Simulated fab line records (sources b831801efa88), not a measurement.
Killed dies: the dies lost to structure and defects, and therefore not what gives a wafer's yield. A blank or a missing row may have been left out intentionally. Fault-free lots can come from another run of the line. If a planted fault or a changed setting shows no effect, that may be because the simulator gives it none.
fab line records	flow sky130
record lots=14	wafers=42	last-day=51
route steps=708 shown VT_ADJUST_NCORE@127 VT_ADJUST_HVTR@138 SONOS_TUNNEL@157 SONOS_ONO@169 PAD_OPEN@708
lots untouched by any fault: they come from a run of this same line in which no faults occurred
start-h: the number of hours between the record's first day and the start of the first shown wafer of the lot	wait-h: time in hours since the lot's previous step	" identical to the entry in the row above	L1.1+2: a single row standing in for several wafers	- no value present, or no start provided	* or withheld: withheld	< > ~ a bound
route shown NAME@n: a module of which the file shows steps, and the number in the route of the first	usual: the fault-free wafers' mean and standard deviation	same: alike in all rows	chamber/n: place in a boat	sites: each site's reading	_std_site: the values' standard deviation	_edge_site: inner sites' mean taken away from outer sites' mean	radius-mm: how far each site lies from the wafer's centre	mask NAME#n: copy n	behind: the last tool/chamber to shape the wafer	hold: why the lot was held/for how many hours/how that ended	device: transistor that didn't switch, given as n, p or np	end of line: the tests these same wafers got at the end of their route	where a step has no rows: the recipe by itself	killed: count of dies lost to structure and defects at first sort (not the wafer's yield)	map: a wafer's dies, marking killed ones x, the rest . and places with no die _
set.NAME: the setting the step ran with; set.NAME@STEP: the setting that earlier step ran with	model.NAME: the simulator's own value behind a step, which no gauge read
a sample of lots followed through the steps of the route, with each step as a table and each wafer as a row
services: when a tool's chamber went out of use (start-h, in hours from the record's first day, below 0 if earlier), for how many hours, and the reason
## steps
# step SKY_VT_ADJUST_NCORE_OVL_MEAS_08
# usual VT_ADJUST_NCORE_OVL=-0.1/1.4
lot.wafer	tool	chamber	start-h	wait-h	VT_ADJUST_NCORE_OVL[nm]
L455.1	overlay-02	-	190.46	0.1	0.0
L455.3	"	-	"	"	-0.8
L455.6	"	-	"	"	1.7
L456.3	overlay-02	-	207.50	0.1	-0.8
L456.4	"	-	"	"	-2.1
L456.6	"	-	"	"	-3.2
L458.2	overlay-02	-	210.36	0.1	1.1
L458.3	"	-	"	"	2.5
L458.5	"	-	"	"	-0.2
L457.1	overlay-02	-	211.12	0.1	-1.3
L457.4	"	-	"	"	-2.2
L457.5	"	-	"	"	-1.3
L459.1	overlay-01	-	225.42	0.1	3.8
L459.4	"	-	"	"	0.1
L459.5	"	-	"	"	1.6
L460.1	overlay-01	-	238.37	0.1	3.1
L460.4	"	-	"	"	-0.5
L460.6	"	-	"	"	0.7
L462.2	overlay-01	-	245.36	0.1	1.4
L462.3	"	-	"	"	-0.9
L462.6	"	-	"	"	-1.1
L461.1	overlay-02	-	246.42	0.1	1.1
L461.2	"	-	"	"	-2.1
L461.5	"	-	"	"	-0.4
L463.1	overlay-02	-	247.32	0.1	-1.0
L463.2	"	-	"	"	-1.3
L463.6	"	-	"	"	-1.1
L466.1	overlay-02	-	267.77	0.1	0.4
L466.4	"	-	"	"	1.5
L466.6	"	-	"	"	-1.1
L473.1	overlay-02	-	313.48	0.1	-2.4
L473.5	"	-	"	"	-0.2
L473.6	"	-	"	"	-2.4
L474.1	overlay-01	-	324.40	0.1	-0.4
L474.3	"	-	"	"	0.1
L474.4	"	-	"	"	2.7
L475.3	overlay-01	-	330.92	0.1	0.7
L475.4	"	-	"	"	1.8
L475.5	"	-	"	"	0.6
L477.2	overlay-02	-	353.94	0.1	-1.4
L477.5	"	-	"	"	-1.4
L477.6	"	-	"	"	-1.2
# step SKY_VT_ADJUST_HVTR_CD_MEAS_07
# recipe target-cd-nm=380
# usual cd-nm=378.9/2.5
lot.wafer	tool	chamber	start-h	wait-h	cd-nm
L455.1	cd-sem-01	-	211.76	0.1	385.6
L455.3	"	-	"	"	383.1
L455.6	"	-	"	"	381.7
L456.3	cd-sem-02	-	229.50	0.1	378.1
L456.4	"	-	"	"	377.4
L456.6	"	-	"	"	375.9
L458.2	cd-sem-02	-	232.23	0.1	380.0
L458.3	"	-	"	"	378.6
L458.5	"	-	"	"	376.9
L457.1	cd-sem-02	-	233.30	0.1	376.7
L457.4	"	-	"	"	375.3
L457.5	"	-	"	"	374.4
L459.1	cd-sem-02	-	248.06	0.1	378.2
L459.4	"	-	"	"	378.7
L459.5	"	-	"	"	377.1
L460.1	cd-sem-01	-	262.25	0.1	376.5
L460.4	"	-	"	"	378.0
L460.6	"	-	"	"	378.6
L462.2	cd-sem-02	-	269.73	0.1	382.0
L462.3	"	-	"	"	379.6
L462.6	"	-	"	"	381.1
L461.1	cd-sem-02	-	271.15	0.1	377.1
L461.2	"	-	"	"	381.5
L461.5	"	-	"	"	378.8
L463.1	cd-sem-01	-	271.58	0.1	379.3
L463.2	"	-	"	"	375.8
L463.6	"	-	"	"	380.1
L466.1	cd-sem-01	-	292.38	0.1	376.9
L466.4	"	-	"	"	377.4
L466.6	"	-	"	"	376.3
L473.1	cd-sem-01	-	339.20	0.1	373.6
L473.5	"	-	"	"	377.2
L473.6	"	-	"	"	377.0
L474.1	cd-sem-02	-	351.63	0.1	377.1
L474.3	"	-	"	"	380.5
L474.4	"	-	"	"	381.4
L475.3	cd-sem-02	-	357.50	0.1	377.8
L475.4	"	-	"	"	378.8
L475.5	"	-	"	"	379.7
L477.2	cd-sem-01	-	382.00	0.1	379.0
L477.5	"	-	"	"	379.0
L477.6	"	-	"	"	381.2
# step SKY_SONOS_TUNNEL_SOFTBAKE_03
# recipe temp-c=90	time-s=60	resist=NOVOLAK
# usual run-length-s=89.04/0.16
lot.wafer	tool	chamber	start-h	wait-h	run-length-s
L455.1	litho-track-04	0	246.03	0.1	88.80
L455.3	"	0	"	"	88.87
L455.6	"	0	"	"	89.00
L456.3	litho-track-01	0	265.18	0.1	89.04
L456.4	"	0	"	"	89.27
L456.6	"	0	"	"	89.20
L458.2	litho-track-01	0	268.66	0.1	89.33
L458.3	"	0	"	"	89.22
L458.5	"	0	"	"	89.05
L457.1	litho-track-02	0	269.70	0.1	88.89
L457.4	"	0	"	"	89.03
L457.5	"	0	"	"	88.91
L459.1	litho-track-04	0	285.68	0.1	88.99
L459.4	"	0	"	"	88.79
L459.5	"	0	"	"	88.83
L460.1	litho-track-01	0	299.13	0.1	89.12
L460.4	"	0	"	"	89.25
L460.6	"	0	"	"	89.26
L462.2	litho-track-01	0	307.31	0.1	101.68
L462.3	"	0	"	"	101.70
L462.6	"	0	"	"	101.81
L461.1	litho-track-02	0	309.85	0.1	89.03
L461.2	"	0	"	"	88.97
L461.5	"	0	"	"	88.93
L463.1	litho-track-01	0	309.93	0.1	101.79
L463.2	"	0	"	"	101.92
L463.6	"	0	"	"	101.66
L466.1	litho-track-01	0	331.83	0.1	101.77
L466.4	"	0	"	"	101.79
L466.6	"	0	"	"	101.87
L473.1	litho-track-02	0	381.35	0.1	88.87
L473.5	"	0	"	"	89.13
L473.6	"	0	"	"	88.93
L474.1	litho-track-01	0	394.78	0.1	89.22
L474.3	"	0	"	"	89.19
L474.4	"	0	"	"	89.12
L475.3	litho-track-01	0	399.78	0.1	89.20
L475.4	"	0	"	"	89.16
L475.5	"	0	"	"	89.44
L477.2	litho-track-01	0	425.91	0.1	89.14
L477.5	"	0	"	"	89.37
L477.6	"	0	"	"	89.25
# step SKY_SONOS_ONO_THK_MEAS_01
# recipe reads=SiO2_of_SONOS_ONO_OXIDATION_00
# usual SONOS_ONO_OXIDATION_THK=2.61/0.046
lot.wafer	tool	chamber	start-h	wait-h	SONOS_ONO_OXIDATION_THK[nm]
L455.1	film-metro-02	-	260.48	0.0	2.61
L455.3	"	-	"	"	2.69
L455.6	"	-	"	"	2.71
L456.3	film-metro-02	-	279.47	0.0	2.57
L456.4	"	-	"	"	2.66
L456.6	"	-	"	"	2.58
L457.1	film-metro-04	-	283.69	0.0	2.51
L457.4	"	-	"	"	2.59
L457.5	"	-	"	"	2.55
L458.2	film-metro-03	-	283.70	0.0	2.59
L458.3	"	-	"	"	2.59
L458.5	"	-	"	"	2.61
L459.1	film-metro-03	-	300.06	0.0	2.68
L459.4	"	-	"	"	2.65
L459.5	"	-	"	"	2.66
L460.1	film-metro-02	-	314.49	0.0	2.60
L460.4	"	-	"	"	2.60
L460.6	"	-	"	"	2.56
L462.2	film-metro-04	-	323.31	0.0	2.68
L462.3	"	-	"	"	2.64
L462.6	"	-	"	"	2.67
L461.1	film-metro-04	-	325.80	0.0	2.62
L461.2	"	-	"	"	2.56
L461.5	"	-	"	"	2.62
L463.1	film-metro-02	-	325.80	0.0	2.67
L463.2	"	-	"	"	2.67
L463.6	"	-	"	"	2.70
L466.1	film-metro-04	-	349.31	0.0	2.57
L466.4	"	-	"	"	2.61
L466.6	"	-	"	"	2.54
L473.1	film-metro-02	-	398.69	0.0	2.63
L473.5	"	-	"	"	2.65
L473.6	"	-	"	"	2.59
L474.1	film-metro-03	-	412.91	0.0	2.60
L474.3	"	-	"	"	2.57
L474.4	"	-	"	"	2.60
L475.3	film-metro-02	-	418.00	0.0	2.55
L475.4	"	-	"	"	2.58
L475.5	"	-	"	"	2.53
L477.2	film-metro-02	-	444.55	0.0	2.63
L477.5	"	-	"	"	2.61
L477.6	"	-	"	"	2.65
# step SKY_PAD_OPEN_PROBE_99
# usual killed_at_M0_to_M3=44/7.4	killed_at_M4_up=3.2/2	killed-at-contacts=24/5.1	killed-at-front-end=15/4.8	killed-at-other=0.2/0.46	killed-dies=86/10	killed-open=47/7.5	killed-short=39/7
# same gross-dies=492	killed-at-back-side=0
lot.wafer	tool	chamber	start-h	wait-h	killed_at_M0_to_M3	killed_at_M4_up	killed-at-contacts	killed-at-front-end	killed-at-other	killed-dies	killed-open	killed-short
L455.1	prober-02	-	1081.34	0.1	44	1	21	17	0	83	42	41
L455.3	prober-02	-	1081.44	0.2	31	2	35	22	0	90	45	45
L455.6	prober-02	-	1081.59	0.2	42	3	33	8	0	86	53	33
L456.3	prober-01	-	1095.90	0.2	50	1	22	18	0	91	55	35
L456.4	prober-01	-	1095.95	0.2	48	1	22	22	0	93	52	40
L456.6	prober-01	-	1096.05	0.2	43	1	19	19	2	84	57	26
L458.2	prober-02	-	1096.90	0.1	50	5	29	11	1	96	56	40
L458.3	prober-02	-	1096.95	0.2	49	3	19	22	0	93	43	50
L458.5	prober-02	-	1097.05	0.2	41	5	26	19	0	91	47	44
L457.1	prober-01	-	1101.83	0.1	26	7	23	11	0	67	32	35
L457.4	prober-01	-	1101.98	0.2	46	1	23	16	0	86	55	31
L457.5	prober-01	-	1102.03	0.2	42	3	26	15	0	86	45	41
L459.1	prober-02	-	1117.70	0.1	49	7	23	6	0	85	43	42
L459.4	prober-02	-	1117.85	0.2	54	3	20	14	0	91	47	43
L459.5	prober-02	-	1117.90	0.2	53	9	26	12	1	101	50	51
L460.1	prober-01	-	1128.77	0.1	41	3	20	11	0	75	37	38
L460.4	prober-01	-	1128.92	0.2	42	4	32	14	0	92	47	45
L460.6	prober-01	-	1129.02	0.2	39	3	12	16	0	70	41	29
L462.2	prober-02	-	1130.23	0.1	51	5	24	6	0	86	36	47
L462.3	prober-02	-	1130.28	0.2	42	2	27	11	2	84	38	44
L462.6	prober-02	-	1130.43	0.2	39	6	28	11	0	84	41	43
L461.1	prober-01	-	1133.79	0.1	39	5	28	17	0	89	48	40
L461.2	prober-01	-	1133.84	0.1	33	1	27	12	0	73	51	22
L461.5	prober-01	-	1133.99	0.2	30	4	14	19	0	67	40	27
L463.1	prober-01	-	1135.73	0.1	36	3	23	24	0	86	49	37
L463.2	prober-01	-	1135.78	0.1	41	2	22	18	0	83	49	34
L463.6	prober-01	-	1135.98	0.2	40	4	20	23	0	87	46	41
L466.1	prober-01	-	1166.98	0.1	47	5	31	12	0	95	44	51
L466.4	prober-01	-	1167.13	0.2	33	2	17	9	0	61	36	22
L466.6	prober-01	-	1167.23	0.2	44	4	18	15	1	82	47	35
L473.1	prober-02	-	1182.77	0.1	51	4	25	11	1	92	48	44
L473.5	prober-02	-	1182.97	0.2	45	3	23	13	0	84	48	36
L473.6	prober-02	-	1183.02	0.2	48	0	27	14	0	89	50	39
L474.1	prober-01	-	1190.17	0.1	37	3	21	13	0	74	45	29
L474.3	prober-01	-	1190.27	0.2	52	1	14	11	0	78	43	35
L474.4	prober-01	-	1190.32	0.2	52	2	18	12	0	84	43	41
L475.3	prober-02	-	1191.42	0.2	46	1	25	25	0	97	51	46
L475.4	prober-02	-	1191.47	0.2	42	0	22	19	0	83	45	38
L475.5	prober-02	-	1191.52	0.2	43	3	28	22	0	96	46	50
L477.2	prober-02	-	1211.88	0.1	58	2	15	14	0	89	43	46
L477.5	prober-02	-	1212.03	0.2	53	3	27	12	0	95	52	43
L477.6	prober-02	-	1212.08	0.2	41	3	23	11	1	79	50	29
# killed by level:class
L455.1 VIA1:geometric-particle:open=13 CONTACT:geometric-particle:open=10 METAL1:geometric-particle:short=8 POLY_GATE:geometric-particle:short=6 VIA3:geometric-particle:open=6 CONTACT:geometric-particle:short=5 VIA1:geometric-particle:short=5 POLY_GATE:geometric-particle:open=4
L455.3 CONTACT:geometric-particle:open=12 FIELD_ISO:geometric-particle:short=8 LI_CONTACT:geometric-particle:open=8 POLY_GATE:geometric-particle:short=6 VIA1:geometric-particle:open=6 LOCAL_INTERCONNECT:geometric-particle:short=5 CONTACT:geometric-particle:short=5 POLY_GATE:geometric-particle:open=4
L455.6 CONTACT:geometric-particle:open=13 VIA1:geometric-particle:open=11 LI_CONTACT:geometric-particle:open=9 VIA3:geometric-particle:open=6 VIA2:geometric-particle:open=5 LOCAL_INTERCONNECT:geometric-particle:short=4 CONTACT:geometric-particle:short=4 VIA1:geometric-particle:short=4
L456.3 VIA1:geometric-particle:open=15 CONTACT:geometric-particle:open=9 VIA2:geometric-particle:open=8 METAL1:geometric-particle:short=7 VIA3:geometric-particle:open=6 FIELD_ISO:geometric-particle:open=4 POLY_GATE:geometric-particle:open=4 METAL2:geometric-particle:short=4
L456.4 VIA3:geometric-particle:open=12 CONTACT:geometric-particle:open=10 FIELD_ISO:geometric-particle:short=7 METAL1:geometric-particle:short=7 VIA1:geometric-particle:open=6 FIELD_ISO:geometric-particle:open=4 LI_CONTACT:geometric-particle:open=4 LOCAL_INTERCONNECT:geometric-particle:short=4
L456.6 VIA2:geometric-particle:open=12 FIELD_ISO:geometric-particle:open=8 VIA1:geometric-particle:open=8 LI_CONTACT:geometric-particle:open=7 CONTACT:geometric-particle:open=7 METAL2:geometric-particle:short=7 VIA3:geometric-particle:open=6 FIELD_ISO:geometric-particle:short=5
L458.2 CONTACT:geometric-particle:open=15 VIA2:geometric-particle:open=10 VIA1:geometric-particle:short=8 VIA1:geometric-particle:open=8 METAL1:geometric-particle:short=7 LI_CONTACT:geometric-particle:open=6 VIA3:geometric-particle:open=6 METAL2:geometric-particle:short=5
L458.3 VIA1:geometric-particle:short=11 CONTACT:geometric-particle:open=8 VIA1:geometric-particle:open=7 VIA3:geometric-particle:open=6 POLY_GATE:geometric-particle:open=6 SPACER:geometric-particle:short=6 METAL1:geometric-particle:short=5 VIA2:geometric-particle:short=5
L458.5 CONTACT:geometric-particle:open=9 VIA1:geometric-particle:open=8 METAL1:geometric-particle:short=8 VIA2:geometric-particle:open=7 VIA3:geometric-particle:open=7 LOCAL_INTERCONNECT:geometric-particle:short=6 METAL2:geometric-particle:short=5 POLY_CUT:geometric-particle:short=4
L457.1 LI_CONTACT:geometric-particle:open=7 CONTACT:geometric-particle:short=5 METAL1:geometric-particle:short=5 METAL4:geometric-particle:short=5 POLY_GATE:geometric-particle:open=4 LOCAL_INTERCONNECT:geometric-particle:short=4 CONTACT:geometric-particle:open=4 VIA1:geometric-particle:open=4
L457.4 VIA2:geometric-particle:open=10 CONTACT:geometric-particle:open=9 LI_CONTACT:geometric-particle:open=8 METAL1:geometric-particle:short=7 VIA1:geometric-particle:open=6 VIA3:geometric-particle:open=6 METAL1:geometric-particle:open=5 VIA1:geometric-particle:short=5
L457.5 CONTACT:geometric-particle:open=12 VIA2:geometric-particle:open=11 POLY_GATE:geometric-particle:short=7 VIA1:geometric-particle:open=7 METAL2:geometric-particle:short=6 CONTACT:geometric-particle:short=5 VIA1:geometric-particle:short=5 POLY_GATE:geometric-particle:open=4
L459.1 VIA2:geometric-particle:open=11 CONTACT:geometric-particle:open=10 VIA1:geometric-particle:open=10 LOCAL_INTERCONNECT:geometric-particle:short=7 METAL4:geometric-particle:short=7 VIA1:geometric-particle:short=6 METAL2:geometric-particle:short=5 LI_CONTACT:geometric-particle:open=4
L459.4 VIA3:geometric-particle:open=12 VIA1:geometric-particle:open=11 VIA2:geometric-particle:open=8 LOCAL_INTERCONNECT:geometric-particle:short=6 CONTACT:geometric-particle:open=6 FIELD_ISO:geometric-particle:short=5 VIA2:geometric-particle:short=5 METAL2:geometric-particle:short=4
L459.5 VIA1:geometric-particle:open=13 VIA2:geometric-particle:open=10 METAL4:geometric-particle:short=9 CONTACT:geometric-particle:open=8 METAL2:geometric-particle:short=8 LI_CONTACT:geometric-particle:open=6 VIA3:geometric-particle:open=6 METAL1:geometric-particle:short=5
L460.1 CONTACT:geometric-particle:open=10 METAL2:geometric-particle:short=9 VIA1:geometric-particle:open=8 VIA3:geometric-particle:open=6 POLY_GATE:geometric-particle:short=4 VIA1:geometric-particle:short=4 VIA2:geometric-particle:open=4 FIELD_ISO:geometric-particle:short=3
L460.4 CONTACT:geometric-particle:open=11 LI_CONTACT:geometric-particle:open=8 CONTACT:geometric-particle:short=7 VIA1:geometric-particle:open=6 VIA2:geometric-particle:open=6 METAL2:geometric-particle:short=6 POLY_GATE:geometric-particle:short=5 VIA3:geometric-particle:open=5
L460.6 VIA1:geometric-particle:open=10 CONTACT:geometric-particle:open=6 VIA2:geometric-particle:open=6 FIELD_ISO:geometric-particle:short=5 METAL1:geometric-particle:short=5 METAL3:geometric-particle:short=5 POLY_GATE:geometric-particle:open=4 FIELD_ISO:geometric-particle:open=3
L462.2 VIA1:geometric-particle:open=9 METAL2:geometric-particle:short=9 CONTACT:geometric-particle:open=9 METAL1:geometric-particle:short=9 LI_CONTACT:geometric-particle:open=6 VIA2:geometric-particle:open=6 CONTACT:geometric-particle:short=5 VIA1:geometric-particle:short=5
L462.3 CONTACT:geometric-particle:open=12 METAL1:geometric-particle:short=11 VIA1:geometric-particle:open=8 VIA3:geometric-particle:open=7 LOCAL_INTERCONNECT:geometric-particle:short=6 CONTACT:geometric-particle:short=6 POLY_GATE:geometric-particle:short=5 FIELD_ISO:geometric-particle:short=4
L462.6 LI_CONTACT:geometric-particle:open=9 VIA1:geometric-particle:open=9 CONTACT:geometric-particle:open=8 VIA1:geometric-particle:short=7 METAL2:geometric-particle:short=7 METAL4:geometric-particle:short=5 FIELD_ISO:geometric-particle:short=4 LI_CONTACT:geometric-particle:short=4
L461.1 CONTACT:geometric-particle:open=10 METAL2:geometric-particle:short=8 VIA1:geometric-particle:open=7 FIELD_ISO:geometric-particle:open=6 LI_CONTACT:geometric-particle:open=6 METAL1:geometric-particle:short=6 LOCAL_INTERCONNECT:geometric-particle:short=5 VIA3:geometric-particle:open=5
L461.2 LI_CONTACT:geometric-particle:open=11 CONTACT:geometric-particle:open=9 VIA3:geometric-particle:open=7 VIA1:geometric-particle:open=7 VIA2:geometric-particle:open=6 FIELD_ISO:geometric-particle:open=4 CONTACT:geometric-particle:short=4 METAL1:geometric-particle:short=4
L461.5 LI_CONTACT:geometric-particle:open=7 VIA1:geometric-particle:open=6 FIELD_ISO:geometric-particle:open=5 POLY_GATE:geometric-particle:short=5 CONTACT:geometric-particle:open=5 VIA2:geometric-particle:open=5 VIA3:geometric-particle:open=5 POLY_GATE:geometric-particle:open=4
L463.1 VIA1:geometric-particle:open=12 FIELD_ISO:geometric-particle:open=8 CONTACT:geometric-particle:open=8 FIELD_ISO:geometric-particle:short=6 VIA2:geometric-particle:open=6 CONTACT:geometric-particle:short=5 POLY_GATE:geometric-particle:open=4 METAL2:geometric-particle:short=4
L463.2 VIA1:geometric-particle:open=13 CONTACT:geometric-particle:open=10 FIELD_ISO:geometric-particle:open=8 FIELD_ISO:geometric-particle:short=7 VIA2:geometric-particle:open=6 VIA1:geometric-particle:short=6 LOCAL_INTERCONNECT:geometric-particle:short=5 LI_CONTACT:geometric-particle:open=3
L463.6 VIA1:geometric-particle:open=9 LI_CONTACT:geometric-particle:open=7 FIELD_ISO:geometric-particle:short=6 METAL1:geometric-particle:short=6 METAL2:geometric-particle:short=6 VIA2:geometric-particle:open=6 CONTACT:geometric-particle:open=5 VIA1:geometric-particle:short=5
L466.1 VIA1:geometric-particle:open=12 LI_CONTACT:geometric-particle:open=10 VIA1:geometric-particle:short=10 CONTACT:geometric-particle:short=7 CONTACT:geometric-particle:open=7 METAL2:geometric-particle:short=5 VIA3:geometric-particle:short=5 METAL3:geometric-particle:short=4
L466.4 VIA1:geometric-particle:open=14 LI_CONTACT:geometric-particle:open=6 CONTACT:geometric-particle:open=5 LOCAL_INTERCONNECT:geometric-particle:short=4 METAL1:geometric-particle:short=4 FIELD_ISO:geometric-particle:open=3 METAL2:geometric-particle:short=3 VIA2:geometric-particle:open=3
L466.6 VIA1:geometric-particle:open=14 CONTACT:geometric-particle:open=7 VIA3:geometric-particle:open=6 LI_CONTACT:geometric-particle:open=4 VIA1:geometric-particle:short=4 METAL1:geometric-particle:short=4 METAL2:geometric-particle:short=4 VIA2:geometric-particle:short=4
L473.1 VIA1:geometric-particle:open=11 CONTACT:geometric-particle:open=10 VIA1:geometric-particle:short=8 LOCAL_INTERCONNECT:geometric-particle:short=7 METAL2:geometric-particle:short=7 POLY_GATE:geometric-particle:open=6 VIA2:geometric-particle:open=6 VIA3:geometric-particle:open=6
L473.5 VIA1:geometric-particle:open=11 LI_CONTACT:geometric-particle:open=9 CONTACT:geometric-particle:open=8 VIA2:geometric-particle:open=7 METAL1:geometric-particle:short=6 POLY_GATE:geometric-particle:short=5 METAL2:geometric-particle:short=5 VIA3:geometric-particle:open=5
L473.6 VIA1:geometric-particle:open=13 CONTACT:geometric-particle:open=11 METAL2:geometric-particle:short=6 METAL3:geometric-particle:short=6 LI_CONTACT:geometric-particle:open=5 LI_CONTACT:geometric-particle:short=5 VIA2:geometric-particle:open=5 VIA3:geometric-particle:open=5
L474.1 VIA1:geometric-particle:open=11 LI_CONTACT:geometric-particle:open=7 CONTACT:geometric-particle:open=7 VIA3:geometric-particle:open=5 VIA1:geometric-particle:short=5 CONTACT:geometric-particle:short=4 FIELD_ISO:geometric-particle:open=3 METAL1:geometric-particle:short=3
L474.3 VIA1:geometric-particle:open=11 VIA3:geometric-particle:open=10 VIA1:geometric-particle:short=6 METAL1:geometric-particle:short=5 METAL3:geometric-particle:short=5 CONTACT:geometric-particle:open=5 FIELD_ISO:geometric-particle:open=4 LI_CONTACT:geometric-particle:open=4
L474.4 VIA3:geometric-particle:open=10 METAL1:geometric-particle:short=8 CONTACT:geometric-particle:open=7 VIA1:geometric-particle:short=7 VIA1:geometric-particle:open=6 VIA3:geometric-particle:short=6 LI_CONTACT:geometric-particle:open=5 VIA2:geometric-particle:open=5
L475.3 CONTACT:geometric-particle:open=14 VIA1:geometric-particle:open=9 VIA3:geometric-particle:open=9 METAL1:geometric-particle:short=8 METAL2:geometric-particle:short=7 FIELD_ISO:geometric-particle:short=5 FIELD_ISO:geometric-particle:open=5 POLY_GATE:geometric-particle:short=5
L475.4 VIA1:geometric-particle:open=12 CONTACT:geometric-particle:open=7 FIELD_ISO:geometric-particle:short=5 METAL1:geometric-particle:short=5 LI_CONTACT:geometric-particle:open=5 METAL2:geometric-particle:short=5 VIA2:geometric-particle:open=5 FIELD_ISO:geometric-particle:open=4
L475.5 FIELD_ISO:geometric-particle:short=9 LOCAL_INTERCONNECT:geometric-particle:short=9 CONTACT:geometric-particle:open=9 VIA1:geometric-particle:open=8 METAL3:geometric-particle:short=7 CONTACT:geometric-particle:short=6 FIELD_ISO:geometric-particle:open=5 VIA3:geometric-particle:open=5
L477.2 VIA1:geometric-particle:open=12 METAL1:geometric-particle:short=10 VIA3:geometric-particle:open=9 CONTACT:geometric-particle:open=7 VIA1:geometric-particle:short=7 METAL2:geometric-particle:short=6 CONTACT:geometric-particle:short=4 VIA3:geometric-particle:short=4
L477.5 CONTACT:geometric-particle:open=11 VIA2:geometric-particle:open=11 VIA1:geometric-particle:open=10 VIA1:geometric-particle:short=10 CONTACT:geometric-particle:short=8 METAL2:geometric-particle:short=6 FIELD_ISO:geometric-particle:short=5 FIELD_ISO:geometric-particle:open=5
L477.6 CONTACT:geometric-particle:open=12 VIA2:geometric-particle:open=9 LI_CONTACT:geometric-particle:open=7 VIA1:geometric-particle:open=6 METAL2:geometric-particle:short=5 METAL1:geometric-particle:short=4 FIELD_ISO:geometric-particle:open=3 POLY_GATE:geometric-particle:open=3
## services
tool	chamber	start-h	hours	kind
litho-track-04	-	314.38	-	consumable-replace:filter
## key
first-sign step=SKY_SONOS_TUNNEL_SOFTBAKE_03	reading=run-length-s	direction=up	sigmas=81	usual=*	struck=*
effect none on later readings
met-at SKY_SONOS_TUNNEL_SOFTBAKE_03
struck-lots L462,L463,L466
tester-left-out L462,L463,L466
not-acting-at SKY_VT_ADJUST_NCORE_OVL_MEAS_08,SKY_VT_ADJUST_HVTR_CD_MEAS_07,SKY_SONOS_ONO_THK_MEAS_01
onset-between 299.13 307.31
fault kind=process-parameter-drift	tool=litho-track-01	chamber=-	onset-h=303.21	steps=SKY_SONOS_TUNNEL_SOFTBAKE_03	channel=time-s	offset=*	shape=step	end-h=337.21	acts-in=*	stated=*
# tester-left-out: of these lots the tester's yield and bins aren't shown, on N5 and GAA mostly nor the transistor test; their killed dies are dies lost to structure and defects alone, not to doping, threshold or leakage, so they don't give the yield
